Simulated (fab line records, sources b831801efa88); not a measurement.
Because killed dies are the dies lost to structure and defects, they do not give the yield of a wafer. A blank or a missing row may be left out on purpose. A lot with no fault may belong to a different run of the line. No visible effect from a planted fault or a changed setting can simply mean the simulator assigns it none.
Commonality check across tools || flow sky130 || Sampled: 13 lots, 48 wafers

== WHY THIS WAS OPENED ==
3 of 13 lots carry a flag on the reading SONOS_ONO_OXIDATION_THK at SKY_SONOS_ONO_THK_MEAS_01. Fault-free wafers read 2.59 nm, with a standard deviation of 0.059.
Rule: a lot is flagged in two cases, either no wafer of it has a number, or all its wafers with numbers fall more than 4 standard deviations from that mean. As for the other lots, they are considered sound.

{"lot": "L384", "measured": "day 11 09:58", "on": "filmMetro-03", "SONOS_ONO_OXIDATION_THK (nm), wafer by wafer": "2.59 2.58 2.61", "flag": ""}
{"lot": "L385", "measured": "day 11 21:02", "on": "filmMetro-04", "SONOS_ONO_OXIDATION_THK (nm), wafer by wafer": "2.56 2.46 2.54", "flag": ""}
{"lot": "L387", "measured": "day 12 05:44", "on": "filmMetro-02", "SONOS_ONO_OXIDATION_THK (nm), wafer by wafer": "2.57 2.59 2.55", "flag": ""}
{"lot": "L388", "measured": "day 12 20:04", "on": "filmMetro-03", "SONOS_ONO_OXIDATION_THK (nm), wafer by wafer": "2.63 2.69 2.68", "flag": ""}
{"lot": "L389", "measured": "day 13 08:04", "on": "filmMetro-02", "SONOS_ONO_OXIDATION_THK (nm), wafer by wafer": "2.48 2.51 2.58", "flag": ""}
{"lot": "L394", "measured": "day 14 18:45", "on": "filmMetro-03", "SONOS_ONO_OXIDATION_THK (nm), wafer by wafer": "2.50 2.52 2.49", "flag": ""}
{"lot": "L395", "measured": "day 15 07:05", "on": "filmMetro-03", "SONOS_ONO_OXIDATION_THK (nm), wafer by wafer": "2.72 2.68 2.70", "flag": ""}
{"lot": "L400", "measured": "day 16 11:35", "on": "filmMetro-04", "SONOS_ONO_OXIDATION_THK (nm), wafer by wafer": "2.57 2.58 2.56", "flag": ""}
{"lot": "L401", "measured": "day 17 05:34", "on": "filmMetro-04", "SONOS_ONO_OXIDATION_THK (nm), wafer by wafer": "2.91 2.95 2.91 2.89 2.94 2.88", "flag": "FLAGGED"}
{"lot": "L402", "measured": "day 18 05:05", "on": "filmMetro-02", "SONOS_ONO_OXIDATION_THK (nm), wafer by wafer": "2.95 2.99 2.89 2.99 3.03 2.95", "flag": "FLAGGED"}
{"lot": "L403", "measured": "day 18 08:12", "on": "filmMetro-03", "SONOS_ONO_OXIDATION_THK (nm), wafer by wafer": "2.84 2.90 2.87 2.90 2.94 2.90", "flag": "FLAGGED"}
{"lot": "L404", "measured": "day 18 10:18", "on": "filmMetro-04", "SONOS_ONO_OXIDATION_THK (nm), wafer by wafer": "2.66 2.64 2.65", "flag": ""}
{"lot": "L405", "measured": "day 18 16:16", "on": "filmMetro-03", "SONOS_ONO_OXIDATION_THK (nm), wafer by wafer": "2.59 2.60 2.60", "flag": ""}
Average over the flagged lots: 2.92 nm; offset from the usual +0.33 nm, equal to +6 standard deviations.

== TOOL THAT RAN EACH LOT ==
The record holds 2 process steps before the reading, out of a route of 708 steps. In each cell: the tool, then ch and the chambers that the sampled wafers went through, then the start.
{"lot": "L384", "flag": "", "SKY_VT_ADJUST_LVTN_STRIP_09": "plasmaAsher-01 ch 0, day 6 19:48", "SKY_SONOS_ONO_OXIDATION_00": "furnace-02 ch 0, day 11 08:36"}
{"lot": "L385", "flag": "", "SKY_VT_ADJUST_LVTN_STRIP_09": "plasmaAsher-04 ch 0,1, day 7 05:24", "SKY_SONOS_ONO_OXIDATION_00": "furnace-01 ch 0, day 11 19:41"}
{"lot": "L387", "flag": "", "SKY_VT_ADJUST_LVTN_STRIP_09": "plasmaAsher-01 ch 0,1, day 7 13:02", "SKY_SONOS_ONO_OXIDATION_00": "furnace-01 ch 0, day 12 04:23"}
{"lot": "L388", "flag": "", "SKY_VT_ADJUST_LVTN_STRIP_09": "plasmaAsher-04 ch 0,1, day 7 22:31", "SKY_SONOS_ONO_OXIDATION_00": "furnace-01 ch 0, day 12 18:42"}
{"lot": "L389", "flag": "", "SKY_VT_ADJUST_LVTN_STRIP_09": "plasmaAsher-01 ch 0,1, day 8 09:26", "SKY_SONOS_ONO_OXIDATION_00": "furnace-01 ch 0, day 13 06:44"}
{"lot": "L394", "flag": "", "SKY_VT_ADJUST_LVTN_STRIP_09": "plasmaAsher-01 ch 0,1, day 9 13:53", "SKY_SONOS_ONO_OXIDATION_00": "furnace-01 ch 0, day 14 17:23"}
{"lot": "L395", "flag": "", "SKY_VT_ADJUST_LVTN_STRIP_09": "plasmaAsher-01 ch 0,1, day 10 01:05", "SKY_SONOS_ONO_OXIDATION_00": "furnace-02 ch 0, day 15 05:44"}
{"lot": "L400", "flag": "", "SKY_VT_ADJUST_LVTN_STRIP_09": "plasmaAsher-03 ch 0,1, day 11 01:41", "SKY_SONOS_ONO_OXIDATION_00": "furnace-02 ch 0, day 16 10:15"}
{"lot": "L401", "flag": "FLAGGED", "SKY_VT_ADJUST_LVTN_STRIP_09": "plasmaAsher-04 ch 0,1, day 11 15:24", "SKY_SONOS_ONO_OXIDATION_00": "furnace-02 ch 0, day 17 04:13"}
{"lot": "L402", "flag": "FLAGGED", "SKY_VT_ADJUST_LVTN_STRIP_09": "plasmaAsher-03 ch 0,1, day 12 10:11", "SKY_SONOS_ONO_OXIDATION_00": "furnace-02 ch 0, day 18 03:43"}
{"lot": "L403", "flag": "FLAGGED", "SKY_VT_ADJUST_LVTN_STRIP_09": "plasmaAsher-04 ch 0,1, day 12 13:36", "SKY_SONOS_ONO_OXIDATION_00": "furnace-02 ch 0, day 18 06:51"}
{"lot": "L404", "flag": "", "SKY_VT_ADJUST_LVTN_STRIP_09": "plasmaAsher-04 ch 0,1, day 12 15:28", "SKY_SONOS_ONO_OXIDATION_00": "furnace-01 ch 0, day 18 08:56"}
{"lot": "L405", "flag": "", "SKY_VT_ADJUST_LVTN_STRIP_09": "plasmaAsher-01 ch 0,1, day 12 18:47", "SKY_SONOS_ONO_OXIDATION_00": "furnace-01 ch 0, day 18 14:56"}
What is done by these steps:
- SKY_VT_ADJUST_LVTN_STRIP_09: strips in O2/N2.
- SKY_SONOS_ONO_OXIDATION_00: stabilise 600 s, purge 300 s, target thk 2.6 nm.
- SKY_SONOS_ONO_THK_MEAS_01

== FLAGGED AGAINST TOTAL, ONE TOOL AT A TIME (gauges that did the reading follow at the end) ==
{"step": "SKY_VT_ADJUST_LVTN_STRIP_09", "tool": "plasmaAsher-01", "lots run": 6, "flagged": 0, "share of the flagged lots": "none", "sound lots run after its first flagged lot": "-"}
{"step": "SKY_VT_ADJUST_LVTN_STRIP_09", "tool": "plasmaAsher-03", "lots run": 2, "flagged": 1, "share of the flagged lots": "some", "sound lots run after its first flagged lot": 0}
{"step": "SKY_VT_ADJUST_LVTN_STRIP_09", "tool": "plasmaAsher-04", "lots run": 5, "flagged": 2, "share of the flagged lots": "some", "sound lots run after its first flagged lot": "1 (L404)"}
{"step": "SKY_SONOS_ONO_OXIDATION_00", "tool": "furnace-01", "lots run": 7, "flagged": 0, "share of the flagged lots": "none", "sound lots run after its first flagged lot": "-"}
{"step": "SKY_SONOS_ONO_OXIDATION_00", "tool": "furnace-02", "lots run": 6, "flagged": 3, "share of the flagged lots": "all", "sound lots run after its first flagged lot": 0}
{"step": "SKY_SONOS_ONO_THK_MEAS_01", "tool": "filmMetro-02", "lots run": 3, "flagged": 1, "share of the flagged lots": "some", "sound lots run after its first flagged lot": 0}
{"step": "SKY_SONOS_ONO_THK_MEAS_01", "tool": "filmMetro-03", "lots run": 6, "flagged": 1, "share of the flagged lots": "some", "sound lots run after its first flagged lot": "1 (L405)"}
{"step": "SKY_SONOS_ONO_THK_MEAS_01", "tool": "filmMetro-04", "lots run": 4, "flagged": 1, "share of the flagged lots": "some", "sound lots run after its first flagged lot": "1 (L404)"}

== WHAT THE TABLE ALLOWS ==
Rows of the table that ran each flagged lot: 1, that is furnace-02 at SKY_SONOS_ONO_OXIDATION_00.
- furnace-02 at SKY_SONOS_ONO_OXIDATION_00: 3 of its 6 lots flagged. It ran its last sound lot, L400, at day 16 10:15 and its first flagged lot, L401, at day 17 04:13: a fault with its onset between the two fits.
Left over: one tool, furnace-02 at SKY_SONOS_ONO_OXIDATION_00.

== WHAT HAD BEEN PUT IN BY THE SIMULATOR ==
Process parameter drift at SKY_SONOS_ONO_OXIDATION_00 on furnace-02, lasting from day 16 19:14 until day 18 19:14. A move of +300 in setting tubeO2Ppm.
Struck lots among those shown: L401, L402, L403. The same result came from the rule above.
